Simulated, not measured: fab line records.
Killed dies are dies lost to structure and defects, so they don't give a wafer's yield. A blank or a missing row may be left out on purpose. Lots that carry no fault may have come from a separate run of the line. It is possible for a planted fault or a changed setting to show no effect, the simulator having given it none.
fab line records ; flow sky130 ; part 2 of 2: steps 32 to 45 of 45
record: lots: 5; wafers: 15; last-day: 50
route steps=708 shown FIELD_ISO@10 NWELL@32 DNWELL@35 PWDE@45
lots untouched by any fault: they come from a run of this same line in which no faults occurred
start-h: hours from the record's opening day to when the first of the lot's shown wafers began ; wait-h: how many hours have passed since the lot's step before this one ; " unchanged from the row above ; L1.1+2: one row covering several wafers at once ; - no value, or no start was given ; * or withheld: withheld ; < > ~ a bound
route shown NAME@n: NAME is a module with steps in the file, n the number in the route of the first one ; usual: mean/standard deviation of fault-free wafers ; same: alike in all rows ; chamber/n: place in a boat ; sites: per-site readings ; _std_site: the standard deviation of these ; _edge_site: inner sites' mean taken away from outer sites' mean ; radius-mm: how far each site lies from the wafer's centre ; mask NAME#n: copy n ; behind: the most recent tool/chamber to have shaped the wafer ; hold: what put the lot on hold/how long, in hours/how the hold closed ; device: the n, p or np transistor that did not switch ; end of line: at the end of the route, the tests of the same wafers ; where a step has no rows: the recipe by itself ; killed: dies that structure and defects cost at the first sort, which is not the same as the wafer's yield ; map: dies across one wafer; x = killed, . = not, _ = none there
set.NAME: the setting as run; set.NAME@STEP: as run at that earlier step ; model.NAME: the simulator's own value behind a step, which no gauge read
lots at some steps of the route; a table a step, a row a wafer
services: when a tool's chamber went out of use (start-h, in hours from the record's first day, below 0 if earlier), for how many hours, and the reason
== steps ==
step: SKY_DNWELL_DEVELOP_06
recipe: wall-angle-deg: 90; developer: TMAH; develop-time-s: 60; dev-temp-c: 23
same: develop-time-s: 60
lot.wafer;tool;chamber;start-h;wait-h
L079.2+4+6;litho-track-01;0;-;-
L080.2+3+5;litho-track-02;0;-;-
L082.3+4+6;litho-track-04;0;-;-
L095.2+3+5;litho-track-04;0;-;-
L097.2+4+5;litho-track-02;0;-;-
step: SKY_DNWELL_IMPLANT_07
recipe: species: P; energy-kev: withheld; dose-cm2: withheld; tilt-deg: withheld
lot.wafer;tool;chamber;start-h;wait-h
L079.2+4+6;implanter-02;0;79.34;-
L080.2+3+5;implanter-01;0;90.01;-
L082.3+4+6;implanter-01;0;98.06;-
L095.2+3+5;implanter-01;0;165.58;-
L097.2+4+5;implanter-02;0;174.79;-
step: SKY_DNWELL_STRIP_08
recipe: chemistry: O2/N2; power-w: 1400; pressure-mtorr: 1500; platen-temp-c: withheld; o2-flow-sccm: 3000; n2-flow-sccm: 300; overash-fraction: 0.5
usual: drypump-motor-current-A: 5.8/0.33; oes-product-au: 0.722/0.0044; strip-time-to-endpoint-s: 36.94/0.093
same: overash-fraction: 0.5
lot.wafer;tool;chamber;start-h;wait-h;drypump-motor-current-A;oes-product-au;rf-hours-counter-h;strip-time-to-endpoint-s
L079.2;plasma-asher-04;0;79.46;0.1;5.9;0.717;37;36.86
L079.4;plasma-asher-04;0;79.46;0.1;5.9;0.729;-;36.89
L079.6;plasma-asher-04;0;79.46;0.1;5.9;0.727;-;36.88
L080.2;plasma-asher-03;1;90.14;0.1;5.5;0.716;27;36.92
L080.3;plasma-asher-03;0;90.14;0.1;5.5;0.724;-;36.99
L080.5;plasma-asher-03;0;90.14;0.1;5.5;0.725;-;37.00
L082.3;plasma-asher-01;1;98.19;0.1;5.7;0.724;-;36.95
L082.4;plasma-asher-01;0;98.19;0.1;5.9;0.726;-;37.00
L082.6;plasma-asher-01;0;98.19;0.1;5.9;0.721;-;36.99
L095.2;plasma-asher-01;1;165.71;0.1;5.7;0.719;49;36.88
L095.3;plasma-asher-01;1;165.71;0.1;5.7;0.725;-;37.09
L095.5;plasma-asher-01;1;165.71;0.1;5.7;0.728;-;36.98
L097.2;plasma-asher-04;1;174.91;0.1;6.4;0.730;6;37.02
L097.4;plasma-asher-04;0;174.91;0.1;6.0;0.726;-;36.88
L097.5;plasma-asher-04;1;174.91;0.1;6.4;0.725;-;36.95
step: SKY_DNWELL_TW_MEAS_09
usual: DNWELL_TW: 1109/8
lot.wafer;tool;chamber;start-h;wait-h;DNWELL_TW
L079.2;film-metro-04;-;79.57;0.1;1104
L079.4;film-metro-04;-;79.57;0.1;1104
L079.6;film-metro-04;-;79.57;0.1;1105
L080.2;film-metro-02;-;90.25;0.1;1103
L080.3;film-metro-02;-;90.25;0.1;1109
L080.5;film-metro-02;-;90.25;0.1;1113
L082.3;film-metro-02;-;98.28;0.1;1121
L082.4;film-metro-02;-;98.28;0.1;1113
L082.6;film-metro-02;-;98.28;0.1;1114
L095.2;film-metro-02;-;165.82;0.1;1105
L095.3;film-metro-02;-;165.82;0.1;1103
L095.5;film-metro-02;-;165.82;0.1;1098
L097.2;film-metro-02;-;175.02;0.1;1104
L097.4;film-metro-02;-;175.02;0.1;1109
L097.5;film-metro-02;-;175.02;0.1;1100
step: SKY_PWDE_DEHYDRATE_00
recipe: temp-c: 200; time-s: 60
lot.wafer;tool;chamber;start-h;wait-h
L079.2+4+6;litho-track-03;0;86.76;7.2
L080.2+3+5;litho-track-03;0;97.96;7.7
L082.3+4+6;litho-track-03;0;106.44;8.2
L095.2+3+5;litho-track-02;0;175.74;9.9
L097.2+4+5;litho-track-04;0;185.33;10.3
step: SKY_PWDE_HMDS_01
recipe: prime-time-s: 60; prime-temp-c: 120
lot.wafer;tool;chamber;start-h;wait-h
L079.2+4+6;litho-track-03;0;86.91;0.1
L080.2+3+5;litho-track-03;0;98.11;0.1
L082.3+4+6;litho-track-03;0;106.59;0.1
L095.2+3+5;litho-track-02;0;175.89;0.1
L097.2+4+5;litho-track-04;0;185.48;0.1
step: SKY_PWDE_COAT_02
recipe: spin-rpm: 2000; resist-thk-nm: 3000
lot.wafer;tool;chamber;start-h;wait-h
L079.2+4+6;litho-track-03;0;87.06;0.1
L080.2+3+5;litho-track-03;0;98.26;0.1
L082.3+4+6;litho-track-03;0;106.74;0.1
L095.2+3+5;litho-track-02;0;176.04;0.1
L097.2+4+5;litho-track-04;0;185.63;0.1
step: SKY_PWDE_SOFTBAKE_03
recipe: temp-c: 110; time-s: withheld
lot.wafer;tool;chamber;start-h;wait-h
L079.2+4+6;litho-track-03;0;87.22;0.1
L080.2+3+5;litho-track-03;0;98.42;0.1
L082.3+4+6;litho-track-03;0;106.91;0.1
L095.2+3+5;litho-track-02;0;176.20;0.1
L097.2+4+5;litho-track-04;0;185.79;0.1
step: SKY_PWDE_EXPOSE_04
recipe: mask-id: PWDEM; na: 0.6; source-shape: conventional; sigma-outer: 0.6; polarization: unpolarized; target-cd-nm: 840; dose-mj: 214
lot.wafer;tool;chamber;start-h;wait-h;mask
L079.2+4+6;iline-stepper-02;0;-;-;PWDEM#0
L080.2+3+5;iline-stepper-02;0;-;-;PWDEM#0
L082.3+4+6;iline-stepper-02;0;-;-;PWDEM#0
L095.2+3+5;iline-stepper-02;0;-;-;PWDEM#0
L097.2+4+5;iline-stepper-02;0;-;-;PWDEM#0
step: SKY_PWDE_PEB_05
recipe: temp-c: 115; time-s: withheld
lot.wafer;tool;chamber;start-h;wait-h
L079.2+4+6;litho-track-02;0;-;-
L080.2+3+5;litho-track-03;0;-;-
L082.3+4+6;litho-track-04;0;-;-
L095.2+3+5;litho-track-04;0;-;-
L097.2+4+5;litho-track-02;0;-;-
step: SKY_PWDE_DEVELOP_06
recipe: wall-angle-deg: 90; developer: TMAH; develop-time-s: 60; dev-temp-c: 23
same: develop-time-s: 60
lot.wafer;tool;chamber;start-h;wait-h
L079.2+4+6;litho-track-02;0;-;-
L080.2+3+5;litho-track-03;0;-;-
L082.3+4+6;litho-track-04;0;-;-
L095.2+3+5;litho-track-04;0;-;-
L097.2+4+5;litho-track-02;0;-;-
step: SKY_PWDE_OVL_MEAS_07
usual: PWDE_OVL: -0.1/1.4
lot.wafer;tool;chamber;start-h;wait-h;PWDE_OVL[nm]
L079.2;overlay-02;-;96.12;-;0.3
L079.4;overlay-02;-;96.12;-;0.4
L079.6;overlay-02;-;96.12;-;0.8
L080.2;overlay-02;-;107.40;-;-0.7
L080.3;overlay-02;-;107.40;-;-3.9
L080.5;overlay-02;-;107.40;-;-1.3
L082.3;overlay-01;-;116.37;-;-2.7
L082.4;overlay-01;-;116.37;-;-1.1
L082.6;overlay-01;-;116.37;-;-2.1
L095.2;overlay-01;-;187.61;-;0.7
L095.3;overlay-01;-;187.61;-;1.7
L095.5;overlay-01;-;187.61;-;3.0
L097.2;overlay-01;-;195.62;-;0.1
L097.4;overlay-01;-;195.62;-;2.0
L097.5;overlay-01;-;195.62;-;-0.4
step: SKY_PWDE_IMPLANT_08
recipe: species: B; energy-kev: 150; dose-cm2: 3.6e+12; tilt-deg: withheld
lot.wafer;tool;chamber;start-h;wait-h
L079.2+4+6;implanter-04;0;96.18;0.0
L080.2+3+5;implanter-02;0;107.45;0.0
L082.3+4+6;implanter-04;0;116.44;0.1
L095.2+3+5;implanter-02;0;187.67;0.0
L097.2+4+5;implanter-04;0;195.67;0.0
step: SKY_PWDE_STRIP_09
recipe: chemistry: O2/N2; power-w: 1400; pressure-mtorr: 1500; platen-temp-c: withheld; o2-flow-sccm: 3000; n2-flow-sccm: 300; overash-fraction: 0.5
usual: drypump-motor-current-A: 6.00/0.27; oes-product-au: 0.722/0.0043; strip-time-to-endpoint-s: 36.86/0.12
same: overash-fraction: 0.5
lot.wafer;tool;chamber;start-h;wait-h;drypump-motor-current-A;oes-product-au;rf-hours-counter-h;strip-time-to-endpoint-s
L079.2;plasma-asher-01;0;96.30;0.1;5.93;0.719;43;36.80
L079.4;plasma-asher-01;0;96.30;0.1;5.92;0.721;-;36.83
L079.6;plasma-asher-01;1;96.30;0.1;5.68;0.717;-;36.72
L080.2;plasma-asher-01;0;107.58;0.1;5.93;0.720;44;36.71
L080.3;plasma-asher-01;0;107.58;0.1;5.93;0.724;-;36.61
L080.5;plasma-asher-01;1;107.58;0.1;5.70;0.716;-;36.71
L082.3;plasma-asher-02;1;116.58;0.1;6.26;0.729;-;36.81
L082.4;plasma-asher-02;0;116.58;0.1;5.72;0.725;-;36.71
L082.6;plasma-asher-02;0;116.58;0.1;5.73;0.723;-;36.87
L095.2;plasma-asher-04;0;187.79;0.1;5.90;0.720;7;36.86
L095.3;plasma-asher-04;1;187.79;0.1;6.45;0.718;-;37.03
L095.5;plasma-asher-04;0;187.79;0.1;5.90;0.724;-;36.84
L097.2;plasma-asher-02;0;195.80;0.1;5.74;0.721;52;36.84
L097.4;plasma-asher-02;1;195.80;0.1;6.27;0.724;-;36.92
L097.5;plasma-asher-02;1;195.80;0.1;6.26;0.716;-;36.81
== services ==
tool;chamber;start-h;hours;kind
cmp-02;-;23.61;4.1;repair
wet-bench-01;-;26.48;4.4;pm
rie-si-01;2;26.60;6.0;repair
hdpcvd-01;-;29.62;0.9;repair
furnace-02;-;29.88;3.4;pm
rie-si-01;1;38.56;1.2;repair
implanter-02;-;38.74;3.6;repair
krf-scanner-01;-;45.86;1.0;pm
rie-si-01;0;46.39;7.9;repair
krf-scanner-01;-;46.86;3.6;pm
rie-si-01;3;48.09;14.0;repair
iline-stepper-02;-;50.79;1.7;pm
cmp-02;-;64.00;4.0;pm
hdpcvd-01;-;64.31;0.6;repair
implanter-01;-;65.26;0.8;repair
cmp-02;-;68.91;3.6;repair
hdpcvd-01;-;77.09;21.3;repair
implanter-02;-;79.75;7.2;pm
plasma-asher-01;-;85.12;1.2;repair
implanter-02;-;125.29;3.3;repair
hdpcvd-01;-;152.75;6.0;pm
rie-diel-03;2;152.81;35.8;repair
iline-stepper-01;-;169.63;1.7;pm
furnace-01;-;184.32;3.9;pm
